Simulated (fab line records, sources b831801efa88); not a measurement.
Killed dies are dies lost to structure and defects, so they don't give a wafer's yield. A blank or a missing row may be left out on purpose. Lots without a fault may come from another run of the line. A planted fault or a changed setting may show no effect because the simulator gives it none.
fab line records | flow sky130
record lots=6 wafers=18 last_day=50
route steps=708 shown DNWELL@41 PWDE@45 NWELL@56 PAD_OPEN@708
lots that met no fault: from a run of the same line without faults
start_h: hours from the record's first day to the start of the lot's first wafer shown | wait_h: hours since the lot's step before | " the same as in the row above | L1.1+2: a row that stands for several wafers | - no value, or no start given | * or withheld: withheld | < > ~ a bound
route shown NAME@n: a module of which the file shows steps, and the number in the route of the first | usual: mean/standard deviation of fault-free wafers | same: alike in all rows | chamber/n: place in a boat | sites: the reading at each site | _std_site: their standard deviation | _edge_site: outer sites' mean less inner sites' | radius_mm: how far each site lies from the wafer's centre | mask NAME#n: copy n | behind: the tool/chamber that last shaped the wafer | hold: why the lot was held/for how many hours/how that ended | device: the transistor (n, p or np) that didn't switch | end of line: the same wafers' tests at the end of the route | a step without rows: its recipe alone | killed: dies lost to structure and defects at the first sort, not the wafer's yield | map: a wafer's dies, x killed, . not, _ none there
set.NAME: the setting as run; set.NAME@STEP: as run at that earlier step | model.NAME: the simulator's own value behind a step, which no gauge read
lots at some steps of the route; a table a step, a row a wafer
services: from which hour (start_h, from the record's first day; less than 0 if before it) a tool's chamber was out of use, for how many hours, and why
## steps
# step SKY_DNWELL_DEVELOP_06
# recipe wall_angle_deg=90 developer=TMAH develop_time_s=60 dev_temp_c=23
# step SKY_DNWELL_IMPLANT_07
# recipe species=P energy_kev=withheld dose_cm2=withheld tilt_deg=withheld
# step SKY_DNWELL_STRIP_08
# recipe chemistry=O2/N2 power_w=1400 pressure_mtorr=1500 platen_temp_c=withheld o2_flow_sccm=3000 n2_flow_sccm=300 overash_fraction=0.5
# usual drypump_motor_current_A=5.8/0.43 oes_product_au=0.724/0.0046 strip_time_to_endpoint_s=36.96/0.11
# columns lot.wafer tool chamber start_h wait_h drypump_motor_current_A oes_product_au rf_hours_counter_h strip_time_to_endpoint_s
L172.2 plasma_asher-01 0 71.54 0.1 5.7 0.728 35 37.06
L172.3 " 0 " " 5.6 0.724 - 37.04
L172.6 " 1 " " 5.6 0.726 - 37.01
L175.3 plasma_asher-01 0 86.17 0.1 5.6 0.719 - 36.89
L175.5 " 0 " " 5.7 0.725 - 36.83
L175.6 " 1 " " 5.6 0.713 - 36.83
L188.3 plasma_asher-01 1 155.92 0.1 5.6 0.718 - 37.10
L188.5 " 1 " " 5.7 0.725 - 36.99
L188.6 " 0 " " 5.7 0.720 - 36.99
L189.2 plasma_asher-03 1 162.78 0.1 5.8 0.722 4 37.06
L189.3 " 0 " " 6.2 0.718 - 37.05
L189.6 " 0 " " 6.2 0.726 - 36.96
L190.1 plasma_asher-01 0 168.87 0.1 5.7 0.726 45 36.75
L190.5 " 1 " " 5.7 0.723 - 36.64
L190.6 " 0 " " 5.6 0.724 - 36.72
L191.3 plasma_asher-02 0 176.51 0.1 6.6 0.721 - 37.11
L191.5 " 1 " " 5.0 0.716 - 37.02
L191.6 " 0 " " 6.6 0.727 - 36.92
# step SKY_DNWELL_TW_MEAS_09
# usual DNWELL_TW=1105/11
# columns lot.wafer tool chamber start_h wait_h DNWELL_TW
L172.2 film_metro-01 - 71.65 0.1 1100
L172.3 " - " " 1104
L172.6 " - " " 1102
L175.3 film_metro-01 - 86.26 0.1 1116
L175.5 " - " " 1109
L175.6 " - " " 1106
L188.3 film_metro-02 - 156.01 0.1 1089
L188.5 " - " " 1093
L188.6 " - " " 1099
L189.2 film_metro-02 - 162.89 0.1 1092
L189.3 " - " " 1085
L189.6 " - " " 1092
L190.1 film_metro-03 - 168.97 0.1 1117
L190.5 " - " " 1119
L190.6 " - " " 1114
L191.3 film_metro-02 - 176.60 0.1 1081
L191.5 " - " " 1088
L191.6 " - " " 1085
# step SKY_PWDE_DEHYDRATE_00
# recipe temp_c=200 time_s=60
# step SKY_PWDE_HMDS_01
# recipe prime_time_s=60 prime_temp_c=120
# step SKY_PWDE_COAT_02
# recipe spin_rpm=2000 resist_thk_nm=3000
# step SKY_PWDE_SOFTBAKE_03
# recipe temp_c=110 time_s=withheld
# step SKY_PWDE_EXPOSE_04
# recipe mask_id=PWDEM na=0.6 source_shape=conventional sigma_outer=0.6 polarization=unpolarized target_cd_nm=840 dose_mj=214
# step SKY_PWDE_PEB_05
# recipe temp_c=115 time_s=withheld
# step SKY_PWDE_DEVELOP_06
# recipe wall_angle_deg=90 developer=TMAH develop_time_s=60 dev_temp_c=23
# step SKY_PWDE_OVL_MEAS_07
# usual PWDE_OVL=0.0/1.4
# columns lot.wafer tool chamber start_h wait_h PWDE_OVL[nm]
L172.2 overlay-01 - 87.79 - -1.3
L172.3 " - " " -2.2
L172.6 " - " " -1.4
L175.3 overlay-02 - 103.94 - -1.7
L175.5 " - " " -2.1
L175.6 " - " " 0.8
L188.3 overlay-02 - 175.95 - 1.5
L188.5 " - " " 1.2
L188.6 " - " " 3.4
L189.2 overlay-02 - 183.28 - 2.9
L189.3 " - " " -0.4
L189.6 " - " " 3.2
L190.1 overlay-01 - 189.94 - -2.1
L190.5 " - " " -1.2
L190.6 " - " " -0.4
L191.3 overlay-01 - 197.65 - 0.3
L191.5 " - " " -0.5
L191.6 " - " " 1.1
# step SKY_PWDE_IMPLANT_08
# recipe species=B energy_kev=150 dose_cm2=3.6e+12 tilt_deg=withheld
# usual beam_on_s=10.00/0.19 end_station_pressure_torr=5e-06/2.5e-07 faraday_current_uA=20.3/0.38
# columns lot.wafer tool chamber start_h wait_h beam_on_s end_station_pressure_torr faraday_current_uA
L172.2 implanter-04 0 87.84 0.0 10.06 4.9e-06 20.2
L172.3 " 0 " " 9.92 5.11e-06 20.6
L172.6 " 0 " " 10.09 5.03e-06 20.2
L175.3 implanter-01 0 104.01 0.1 9.91 5.47e-06 20.6
L175.5 " 0 " " 10.06 4.91e-06 20.2
L175.6 " 0 " " 10.07 4.77e-06 20.0
L188.3 implanter-04 0 176.03 0.1 12.77 0.00011447 16.0
L188.5 " 0 " " 12.54 0.00010156 16.4
L188.6 " 0 " " 12.53 0.0001059 16.3
L189.2 implanter-04 0 183.34 0.0 12.40 0.00010527 16.5
L189.3 " 0 " " 12.56 0.00011095 16.3
L189.6 " 0 " " 12.43 0.00011058 16.5
L190.1 implanter-03 0 189.98 0.0 10.28 5.38e-06 19.7
L190.5 " 0 " " 10.13 4.87e-06 20.1
L190.6 " 0 " " 9.83 4.72e-06 20.7
L191.3 implanter-03 0 197.76 0.1 9.99 5.41e-06 20.3
L191.5 " 0 " " 9.93 5.01e-06 20.5
L191.6 " 0 " " 9.81 4.94e-06 20.7
# step SKY_PWDE_STRIP_09
# recipe chemistry=O2/N2 power_w=1400 pressure_mtorr=1500 platen_temp_c=withheld o2_flow_sccm=3000 n2_flow_sccm=300 overash_fraction=0.5
# usual drypump_motor_current_A=5.7/0.34 oes_product_au=0.723/0.0044 strip_time_to_endpoint_s=37.00/0.11
# columns lot.wafer tool chamber start_h wait_h drypump_motor_current_A oes_product_au rf_hours_counter_h strip_time_to_endpoint_s
L172.2 plasma_asher-01 0 87.97 0.1 5.6 0.718 37 36.89
L172.3 " 0 " " 5.7 0.717 - 36.91
L172.6 " 1 " " 5.6 0.723 - 37.02
L175.3 plasma_asher-04 0 104.14 0.1 5.6 0.726 - 37.22
L175.5 " 0 " " 5.6 0.721 - 37.16
L175.6 " 1 " " 5.9 0.728 - 37.18
L188.3 plasma_asher-04 0 176.16 0.1 5.6 0.721 - 37.09
L188.5 " 1 " " 5.9 0.721 - 37.10
L188.6 " 0 " " 5.6 0.724 - 37.13
L189.2 plasma_asher-02 1 183.46 0.1 5.1 0.728 39 37.01
L189.3 " 1 " " 5.1 0.723 - 37.11
L189.6 " 0 " " 6.6 0.718 - 37.06
L190.1 plasma_asher-04 1 190.13 0.1 5.9 0.717 50 36.78
L190.5 " 1 " " 5.9 0.720 - 36.79
L190.6 " 0 " " 5.6 0.725 - 36.95
L191.3 plasma_asher-01 0 197.89 0.1 5.6 0.723 - 36.96
L191.5 " 0 " " 5.7 0.723 - 36.89
L191.6 " 1 " " 5.7 0.725 - 36.95
# step SKY_PWDE_TW_MEAS_10
# usual PWDE_TW=371/3.2
# columns lot.wafer tool chamber start_h wait_h PWDE_TW
L172.2 film_metro-01 - 88.08 0.1 373
L172.3 " - " " 372
L172.6 " - " " 373
L175.3 film_metro-03 - 104.23 0.1 372
L175.5 " - " " 370
L175.6 " - " " 373
L188.3 film_metro-03 - 176.25 0.1 401
L188.5 " - " " 400
L188.6 " - " " 399
L189.2 film_metro-01 - 183.57 0.1 399
L189.3 " - " " 397
L189.6 " - " " 398
L190.1 film_metro-03 - 190.23 0.1 375
L190.5 " - " " 376
L190.6 " - " " 375
L191.3 film_metro-01 - 197.98 0.1 371
L191.5 " - " " 372
L191.6 " - " " 373
# step SKY_NWELL_DEHYDRATE_03
# recipe temp_c=200 time_s=60
# step SKY_NWELL_HMDS_04
# recipe prime_time_s=60 prime_temp_c=120
# step SKY_NWELL_COAT_05
# recipe spin_rpm=2000 resist_thk_nm=3000
# step SKY_NWELL_SOFTBAKE_06
# recipe temp_c=110 time_s=withheld
# step SKY_NWELL_EXPOSE_07
# recipe mask_id=NWM na=0.6 source_shape=conventional sigma_outer=0.6 polarization=unpolarized target_cd_nm=840 dose_mj=255
# step SKY_NWELL_PEB_08
# recipe temp_c=115 time_s=withheld
# step SKY_NWELL_DEVELOP_09
# recipe wall_angle_deg=90 developer=TMAH develop_time_s=60 dev_temp_c=23
# step SKY_NWELL_OVL_MEAS_10
# usual NWELL_00_OVL=0.1/1.5
# columns lot.wafer tool chamber start_h wait_h NWELL_00_OVL[nm]
L172.2 overlay-01 - 105.87 - -0.7
L172.3 " - " " -0.8
L172.6 " - " " -0.4
L175.3 overlay-01 - 122.44 - -0.7
L175.5 " - " " -0.4
L175.6 " - " " 0.6
L188.3 overlay-01 - 197.09 - -1.0
L188.5 " - " " 1.9
L188.6 " - " " 0.3
L189.2 overlay-01 - 204.92 - 1.7
L189.3 " - " " 2.4
L189.6 " - " " -0.6
L190.1 overlay-01 - 212.22 - 1.0
L190.5 " - " " 0.7
L190.6 " - " " 1.2
L191.3 overlay-01 - 219.34 - 1.2
L191.5 " - " " 1.3
L191.6 " - " " 0.5
# step SKY_NWELL_IMPLANT_11
# recipe species=P energy_kev=400 dose_cm2=1.9e+13 tilt_deg=withheld
# step SKY_NWELL_IMPLANT_12
# recipe species=P energy_kev=120 dose_cm2=1.3e+12 tilt_deg=withheld
# step SKY_NWELL_IMPLANT_13
# recipe species=P energy_kev=50 dose_cm2=7e+11 tilt_deg=withheld
# step SKY_NWELL_STRIP_14
# recipe chemistry=O2/N2 power_w=1400 pressure_mtorr=1500 platen_temp_c=withheld o2_flow_sccm=3000 n2_flow_sccm=300 overash_fraction=0.5
# usual drypump_motor_current_A=5.73/0.17 oes_product_au=0.722/0.0045 strip_time_to_endpoint_s=36.95/0.097
# columns lot.wafer tool chamber start_h wait_h drypump_motor_current_A oes_product_au rf_hours_counter_h strip_time_to_endpoint_s
L172.2 plasma_asher-03 0 106.35 0.1 6.20 0.723 43 36.98
L172.3 " 0 " " 6.17 0.721 - 36.93
L172.6 " 1 " " 5.74 0.719 - 36.93
L175.3 plasma_asher-04 1 122.94 0.1 5.90 0.723 - 36.92
L175.5 " 1 " " 5.88 0.724 - 36.91
L175.6 " 0 " " 5.56 0.724 - 36.88
L188.3 plasma_asher-01 0 197.59 0.1 5.66 0.718 - 36.88
L188.5 " 0 " " 5.66 0.717 - 36.85
L188.6 " 1 " " 5.66 0.727 - 36.76
L189.2 plasma_asher-04 0 205.40 0.1 5.57 0.727 51 37.02
L189.3 " 1 " " 5.90 0.722 - 36.97
L189.6 " 1 " " 5.91 0.722 - 37.11
L190.1 plasma_asher-03 0 212.71 0.1 6.16 0.718 9 37.28
L190.5 " 1 " " 5.77 0.720 - 36.95
L190.6 " 0 " " 6.18 0.722 - 37.05
L191.3 plasma_asher-03 0 219.84 0.1 6.18 0.721 - 36.96
L191.5 " 0 " " 6.15 0.721 - 36.89
L191.6 " 1 " " 5.76 0.725 - 36.93
# step SKY_NWELL_TW_MEAS_15
# usual NWELL_TW=1805/18
# columns lot.wafer tool chamber start_h wait_h NWELL_TW
L172.2 film_metro-03 - 106.46 0.1 1833
L172.3 " - " " 1829
L172.6 " - " " 1822
L175.3 film_metro-03 - 123.03 0.1 1802
L175.5 " - " " 1811
L175.6 " - " " 1808
L188.3 film_metro-02 - 197.68 0.1 1791
L188.5 " - " " 1790
L188.6 " - " " 1784
L189.2 film_metro-03 - 205.51 0.1 1820
L189.3 " - " " 1808
L189.6 " - " " 1808
L190.1 film_metro-03 - 212.81 0.1 1808
L190.5 " - " " 1810
L190.6 " - " " 1810
L191.3 film_metro-03 - 219.93 0.1 1825
L191.5 " - " " 1818
L191.6 " - " " 1819
# step SKY_NWELL_DEHYDRATE_16
# recipe temp_c=200 time_s=60
# step SKY_NWELL_HMDS_17
# recipe prime_time_s=60 prime_temp_c=120
# step SKY_NWELL_COAT_18
# recipe spin_rpm=2000 resist_thk_nm=3000
# step SKY_NWELL_SOFTBAKE_19
# recipe temp_c=110 time_s=withheld
# step SKY_NWELL_EXPOSE_20
# recipe mask_id=NWM_COMPLEMENT na=0.6 source_shape=conventional sigma_outer=0.6 polarization=unpolarized target_cd_nm=840 dose_mj=260
# step SKY_NWELL_PEB_21
# recipe temp_c=115 time_s=withheld
# step SKY_NWELL_DEVELOP_22
# recipe wall_angle_deg=90 developer=TMAH develop_time_s=60 dev_temp_c=23
# step SKY_NWELL_OVL_MEAS_23
# usual NWELL_01_OVL=0.2/1.1
# columns lot.wafer tool chamber start_h wait_h NWELL_01_OVL[nm]
L172.2 overlay-02 - 124.13 - 1.0
L172.3 " - " " -0.2
L172.6 " - " " -0.1
L175.3 overlay-01 - 141.44 - 1.1
L175.5 " - " " 1.7
L175.6 " - " " -1.3
L188.3 overlay-01 - 218.99 - -0.9
L188.5 " - " " 0.3
L188.6 " - " " -1.4
L189.2 overlay-01 - 227.63 - 1.2
L189.3 " - " " 1.1
L189.6 " - " " 0.6
L190.1 overlay-02 - 235.02 - 2.1
L190.5 " - " " -0.6
L190.6 " - " " -1.0
L191.3 overlay-02 - 242.28 - 0.9
L191.5 " - " " 1.3
L191.6 " - " " 1.7
# step SKY_NWELL_IMPLANT_24
# recipe species=B energy_kev=140 dose_cm2=9.2e+12 tilt_deg=withheld
# step SKY_NWELL_STRIP_25
# recipe chemistry=O2/N2 power_w=1400 pressure_mtorr=1500 platen_temp_c=withheld o2_flow_sccm=3000 n2_flow_sccm=300 overash_fraction=0.5
# usual drypump_motor_current_A=5.74/0.17 oes_product_au=0.723/0.0043 strip_time_to_endpoint_s=36.97/0.13
# columns lot.wafer tool chamber start_h wait_h drypump_motor_current_A oes_product_au rf_hours_counter_h strip_time_to_endpoint_s
L172.2 plasma_asher-03 0 124.31 0.1 6.18 0.718 1 36.95
L172.3 " 1 " " 5.78 0.718 - 36.91
L172.6 " 1 " " 5.80 0.728 - 36.94
L175.3 plasma_asher-01 1 141.64 0.1 5.64 0.726 - 36.99
L175.5 " 0 " " 5.65 0.726 - 37.01
L175.6 " 1 " " 5.66 0.721 - 36.87
L188.3 plasma_asher-04 1 219.19 0.1 5.89 0.723 - 37.04
L188.5 " 1 " " 5.90 0.729 - 36.91
L188.6 " 0 " " 5.56 0.720 - 36.99
L189.2 plasma_asher-04 0 227.81 0.1 5.58 0.719 54 36.98
L189.3 " 0 " " 5.56 0.722 - 37.03
L189.6 " 1 " " 5.91 0.728 - 37.03
L190.1 plasma_asher-03 0 235.21 0.1 6.15 0.719 12 37.11
L190.5 " 1 " " 5.79 0.717 - 37.15
L190.6 " 0 " " 6.15 0.717 - 37.21
L191.3 plasma_asher-04 1 242.48 0.1 5.91 0.722 - 37.00
L191.5 " 1 " " 5.89 0.721 - 36.99
L191.6 " 0 " " 5.58 0.718 - 37.11
# step SKY_NWELL_TW_MEAS_26
# usual NWELL_2_TW=492/4.7
# columns lot.wafer tool chamber start_h wait_h NWELL_2_TW
L172.2 film_metro-01 - 124.42 0.1 494
L172.3 " - " " 493
L172.6 " - " " 493
L175.3 film_metro-01 - 141.73 0.1 495
L175.5 " - " " 497
L175.6 " - " " 497
L188.3 film_metro-01 - 219.28 0.1 495
L188.5 " - " " 495
L188.6 " - " " 495
L189.2 film_metro-01 - 227.92 0.1 500
L189.3 " - " " 497
L189.6 " - " " 496
L190.1 film_metro-02 - 235.31 0.1 488
L190.5 " - " " 487
L190.6 " - " " 486
L191.3 film_metro-02 - 242.57 0.1 485
L191.5 " - " " 489
L191.6 " - " " 486
# step SKY_NWELL_CLEAN_27
# recipe chemistry=SC1/SC2 mix=1:4:20 temp_c=70 time_s=150 dry=n2_spin
# step SKY_NWELL_RTA_28
# recipe temp_c=1050 time_s=30 idle_temp_c=650 ramp_up_c_per_s=150 ramp_down_c_per_s=90 ambient=N2
# usual lamp_power_pct=25.31/0.054 wafer_temp_C_max=1054.7/0.85
# columns lot.wafer tool chamber start_h wait_h lamp_power_pct wafer_temp_C_max
L172.2 rtp_anneal-01 0 124.54 0.0 25.36 1053.6
L172.3 " 0 " " 25.35 1054.9
L172.6 " 0 " " 25.39 1054.5
L175.3 rtp_anneal-02 0 141.89 0.1 25.25 1053.8
L175.5 " 0 " " 25.27 1055.2
L175.6 " 0 " " 25.35 1054.0
L188.3 rtp_anneal-02 0 219.41 0.0 25.35 1055.0
L188.5 " 0 " " 25.33 1055.1
L188.6 " 0 " " 25.26 1055.2
L189.2 rtp_anneal-01 0 228.04 0.0 25.30 1055.3
L189.3 " 0 " " 25.33 1054.1
L189.6 " 0 " " 25.34 1053.6
L190.1 rtp_anneal-01 0 235.42 0.0 25.35 1054.2
L190.5 " 0 " " 25.36 1056.4
L190.6 " 0 " " 25.32 1055.3
L191.3 rtp_anneal-02 0 242.69 0.0 25.26 1054.3
L191.5 " 0 " " 25.31 1055.1
L191.6 " 0 " " 25.42 1055.0
# step SKY_NWELL_RS_MEAS_29
# recipe thk_meas_gauge=four-point-probe
# usual NWELL_RS=625.2/1.9
# columns lot.wafer tool chamber start_h wait_h NWELL_RS[ohm/sq]
L172.2 film_metro-02 - 124.64 0.1 620.2
L172.3 " - " " 621.2
L172.6 " - " " 621.1
L175.3 film_metro-02 - 142.06 0.1 626.3
L175.5 " - " " 625.5
L175.6 " - " " 626.1
L188.3 film_metro-01 - 219.52 0.1 625.6
L188.5 " - " " 624.6
L188.6 " - " " 625.1
L189.2 film_metro-03 - 228.14 0.1 626.4
L189.3 " - " " 628.0
L189.6 " - " " 625.7
L190.1 film_metro-03 - 235.52 0.1 622.8
L190.5 " - " " 623.3
L190.6 " - " " 625.2
L191.3 film_metro-01 - 242.80 0.1 624.6
L191.5 " - " " 623.8
L191.6 " - " " 624.4
# step SKY_NWELL_RS_MEAS_31
# recipe thk_meas_gauge=four-point-probe
# usual PWDE_RS=5278/16
# columns lot.wafer tool chamber start_h wait_h PWDE_RS[ohm/sq]
L172.2 film_metro-02 - 124.88 0.1 5288
L172.3 " - " " 5284
L172.6 " - " " 5271
L175.3 film_metro-02 - 142.30 0.1 5281
L175.5 " - " " 5260
L175.6 " - " " 5256
L188.3 film_metro-01 - 219.76 0.1 4433
L188.5 " - " " 4436
L188.6 " - " " 4433
L189.2 film_metro-03 - 228.38 0.1 4453
L189.3 " - " " 4444
L189.6 " - " " 4455
L190.1 film_metro-03 - 235.76 0.1 5251
L190.5 " - " " 5261
L190.6 " - " " 5260
L191.3 film_metro-01 - 243.04 0.1 5257
L191.5 " - " " 5281
L191.6 " - " " 5261
# step SKY_PAD_OPEN_PROBE_99
# usual killed_at_M0_to_M3=43/7.3 killed_at_M4_up=3.1/1.7 killed_at_contacts=25/5.3 killed_at_front_end=14/4.1 killed_at_other=0.3/0.56 killed_dies=85/9.4 killed_open=46/7.4 killed_short=38/5.8
# same gross_dies=492 killed_at_back_side=0
# columns lot.wafer tool chamber start_h wait_h killed_at_M0_to_M3 killed_at_M4_up killed_at_contacts killed_at_front_end killed_at_other killed_dies killed_open killed_short model.etest.res_p_drift_20v.line_ohm_um model.etest.res_p_drift_20v.rs_ohm_sq model.etest.res_pwde_under_gate.rs_ohm_sq
L172.2 prober-01 - 1102.56 0.1 50 1 26 17 0 94 50 44 1.1e+04 9089 6130
L172.3 prober-01 - 1102.61 0.2 45 2 34 11 0 92 56 36 1.059e+04 8736 6154
L172.6 prober-01 - 1102.76 0.2 37 4 30 15 0 86 57 29 1.09e+04 9190 6175
L175.3 prober-01 - 1118.25 0.2 43 2 30 10 0 85 49 36 1.057e+04 8891 6181
L175.5 prober-01 - 1118.35 0.2 51 3 14 17 0 85 42 43 1.044e+04 8894 6114
L175.6 prober-01 - 1118.40 0.2 39 5 16 26 1 87 49 37 1.157e+04 9528 6134
L188.3 prober-02 - 1181.58 0.2 46 0 29 17 0 92 57 35 9445 7922 5060
L188.5 prober-02 - 1181.68 0.2 33 3 32 16 0 84 42 42 9349 7819 5028
L188.6 prober-02 - 1181.73 0.2 48 1 36 18 0 103 68 35 9677 8076 5030
L189.2 prober-01 - 1185.35 0.1 32 2 28 14 0 76 40 36 8984 7427 5031
L189.3 prober-01 - 1185.40 0.2 26 1 17 17 0 61 33 28 9163 7487 5018
L189.6 prober-01 - 1185.55 0.2 47 6 27 15 0 95 54 41 9374 7691 5035
L190.1 prober-01 - 1195.64 0.1 54 2 26 19 1 102 59 43 1.14e+04 9540 6194
L190.5 prober-01 - 1195.84 0.2 43 3 26 8 0 80 45 35 1.154e+04 9669 6187
L190.6 prober-01 - 1195.89 0.2 45 1 15 13 0 74 36 38 1.096e+04 9107 6173
L191.3 prober-02 - 1197.24 0.2 43 2 20 11 0 76 37 39 1.151e+04 9627 6136
L191.5 prober-02 - 1197.34 0.2 43 3 22 21 0 89 47 42 1.179e+04 9828 6146
L191.6 prober-02 - 1197.39 0.2 26 3 23 15 0 67 38 29 1.108e+04 9327 6135
# killed by level:class
L172.2 VIA1:geometric_particle:open=14 CONTACT:geometric_particle:open=10 METAL1:geometric_particle:short=6 VIA1:geometric_particle:short=6 VIA2:geometric_particle:open=6 VIA3:geometric_particle:short=6 FIELD_ISO:geometric_particle:open=5 LI_CONTACT:geometric_particle:short=5
L172.3 LI_CONTACT:geometric_particle:open=14 VIA3:geometric_particle:open=10 VIA1:geometric_particle:short=7 VIA1:geometric_particle:open=7 LI_CONTACT:geometric_particle:short=6 VIA2:geometric_particle:open=6 CONTACT:geometric_particle:open=5 CONTACT:geometric_particle:short=4
L172.6 CONTACT:geometric_particle:open=11 LI_CONTACT:geometric_particle:open=10 VIA1:geometric_particle:open=10 VIA3:geometric_particle:open=7 METAL1:geometric_particle:short=5 FIELD_ISO:geometric_particle:open=4 POLY_GATE:geometric_particle:open=4 VIA2:geometric_particle:open=4
L175.3 CONTACT:geometric_particle:open=14 VIA1:geometric_particle:open=11 VIA3:geometric_particle:open=7 LI_CONTACT:geometric_particle:open=5 LI_CONTACT:geometric_particle:short=5 CONTACT:geometric_particle:short=5 METAL1:geometric_particle:short=5 VIA2:geometric_particle:open=5
L175.5 VIA3:geometric_particle:open=8 VIA1:geometric_particle:short=7 METAL1:geometric_particle:short=7 VIA2:geometric_particle:open=7 VIA1:geometric_particle:open=6 POLY_GATE:geometric_particle:open=5 FIELD_ISO:geometric_particle:open=4 FIELD_ISO:geometric_particle:short=4
L175.6 VIA1:geometric_particle:open=10 FIELD_ISO:geometric_particle:open=9 VIA2:geometric_particle:open=9 CONTACT:geometric_particle:open=6 FIELD_ISO:geometric_particle:short=5 METAL1:geometric_particle:short=5 POLY_GATE:geometric_particle:open=4 METAL2:geometric_particle:short=4
L188.3 VIA2:geometric_particle:open=11 CONTACT:geometric_particle:open=11 VIA3:geometric_particle:open=9 VIA1:geometric_particle:open=8 LI_CONTACT:geometric_particle:open=8 POLY_GATE:geometric_particle:short=7 POLY_GATE:geometric_particle:open=5 METAL1:geometric_particle:short=5
L188.5 CONTACT:geometric_particle:short=9 CONTACT:geometric_particle:open=9 LI_CONTACT:geometric_particle:open=7 VIA3:geometric_particle:open=6 VIA1:geometric_particle:open=6 METAL2:geometric_particle:short=6 FIELD_ISO:geometric_particle:short=4 METAL1:geometric_particle:short=4
L188.6 CONTACT:geometric_particle:open=18 VIA2:geometric_particle:open=13 VIA1:geometric_particle:open=9 LI_CONTACT:geometric_particle:open=8 METAL2:geometric_particle:short=8 FIELD_ISO:geometric_particle:open=7 VIA3:geometric_particle:short=5 METAL1:geometric_particle:short=4
L189.2 CONTACT:geometric_particle:open=10 LI_CONTACT:geometric_particle:open=8 METAL1:geometric_particle:short=8 VIA2:geometric_particle:open=7 VIA1:geometric_particle:open=6 VIA1:geometric_particle:short=5 POLY_GATE:geometric_particle:short=5 CONTACT:geometric_particle:short=5
L189.3 POLY_GATE:geometric_particle:open=9 CONTACT:geometric_particle:open=6 METAL1:geometric_particle:short=6 VIA3:geometric_particle:open=5 CONTACT:geometric_particle:short=4 VIA1:geometric_particle:open=4 LI_CONTACT:geometric_particle:short=3 FIELD_ISO:geometric_particle:short=2
L189.6 VIA1:geometric_particle:open=13 VIA2:geometric_particle:open=10 CONTACT:geometric_particle:open=9 LI_CONTACT:geometric_particle:open=7 VIA2:geometric_particle:short=7 METAL1:geometric_particle:short=6 CONTACT:geometric_particle:short=6 POLY_GATE:geometric_particle:short=4
L190.1 VIA1:geometric_particle:open=17 CONTACT:geometric_particle:open=11 LI_CONTACT:geometric_particle:open=8 VIA2:geometric_particle:short=8 FIELD_ISO:geometric_particle:open=7 FIELD_ISO:geometric_particle:short=6 VIA2:geometric_particle:open=6 METAL1:geometric_particle:short=5
L190.5 CONTACT:geometric_particle:open=15 METAL1:geometric_particle:short=8 VIA1:geometric_particle:open=7 METAL2:geometric_particle:short=7 VIA3:geometric_particle:open=6 VIA1:geometric_particle:short=5 LI_CONTACT:geometric_particle:open=4 VIA2:geometric_particle:open=4
L190.6 VIA1:geometric_particle:open=9 METAL1:geometric_particle:short=8 VIA2:geometric_particle:open=7 CONTACT:geometric_particle:open=6 CONTACT:geometric_particle:short=5 VIA3:geometric_particle:short=5 FIELD_ISO:geometric_particle:open=4 METAL2:geometric_particle:short=4
L191.3 VIA1:geometric_particle:open=12 VIA2:geometric_particle:open=8 CONTACT:geometric_particle:short=6 VIA1:geometric_particle:short=6 CONTACT:geometric_particle:open=5 LOCAL_INTERCONNECT:geometric_particle:short=5 FIELD_ISO:geometric_particle:short=4 FIELD_ISO:geometric_particle:open=3
L191.5 VIA1:geometric_particle:open=13 CONTACT:geometric_particle:open=8 FIELD_ISO:geometric_particle:open=6 CONTACT:geometric_particle:short=6 FIELD_ISO:geometric_particle:short=5 METAL1:geometric_particle:short=5 POLY_GATE:geometric_particle:open=4 VIA3:geometric_particle:open=4
L191.6 VIA1:geometric_particle:open=9 CONTACT:geometric_particle:open=8 LI_CONTACT:geometric_particle:open=7 FIELD_ISO:geometric_particle:open=4 METAL1:geometric_particle:short=4 VIA1:geometric_particle:short=4 FIELD_ISO:geometric_particle:short=3 METAL2:geometric_particle:short=3
## services
# columns tool chamber start_h hours kind
plasma_asher-04 - 61.94 4.0 pm
plasma_asher-03 - 108.75 9.0 pm
plasma_asher-03 0 108.75 9.0 vent_cycle
plasma_asher-03 1 108.75 9.0 vent_cycle
plasma_asher-03 0 117.75 - clean
plasma_asher-03 1 117.75 - clean
implanter-03 - 130.11 0.5 repair
implanter-01 - 140.84 74.8 pm
plasma_asher-03 - 181.77 3.6 repair
implanter-04 - 192.96 4.8 pm
plasma_asher-01 - 205.88 26.2 repair
implanter-01 - 215.69 4.6 pm
implanter-04 - 221.32 6.5 pm
plasma_asher-02 - 230.34 2.8 pm
rtp_anneal-01 - 238.87 1.0 pm
## key
first_sign step=SKY_PWDE_IMPLANT_08 reading=end_station_pressure_torr direction=up sigmas=99+ usual=5e-06 struck=0.00010812
effect step=SKY_PWDE_IMPLANT_08 reading=beam_on_s direction=up sigmas=13 usual=10.00 struck=12.54
effect step=SKY_PWDE_TW_MEAS_10 reading=PWDE_TW direction=up sigmas=8.8 usual=371 struck=399
effect step=SKY_NWELL_RS_MEAS_31 reading=PWDE_RS direction=down sigmas=53 usual=5278 struck=4442
model_effect step=SKY_PAD_OPEN_PROBE_99 value=etest.res_p_drift_20v.line_ohm_um without=1.135e+04 struck=9332
met_at SKY_PWDE_IMPLANT_08
struck_wafers L188.3,L188.5,L188.6,L189.2,L189.3,L189.6
tester_left_out L188,L189
onset_between 87.84 176.03
fault kind=process_parameter_drift tool=implanter-04 chamber=- onset_h=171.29 steps=SKY_PWDE_IMPLANT_08 channel=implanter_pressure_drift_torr offset=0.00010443 shape=step end_h=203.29
fault kind=process_parameter_drift tool=implanter-04 chamber=- onset_h=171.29 steps=SKY_PWDE_IMPLANT_08 channel=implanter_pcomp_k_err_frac offset=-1 shape=step end_h=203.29
# tester_left_out: of these lots the tester's yield and bins aren't shown, on N5 and GAA mostly nor the transistor test; their killed dies are dies lost to structure and defects alone, not to doping, threshold or leakage, so they don't give the yield
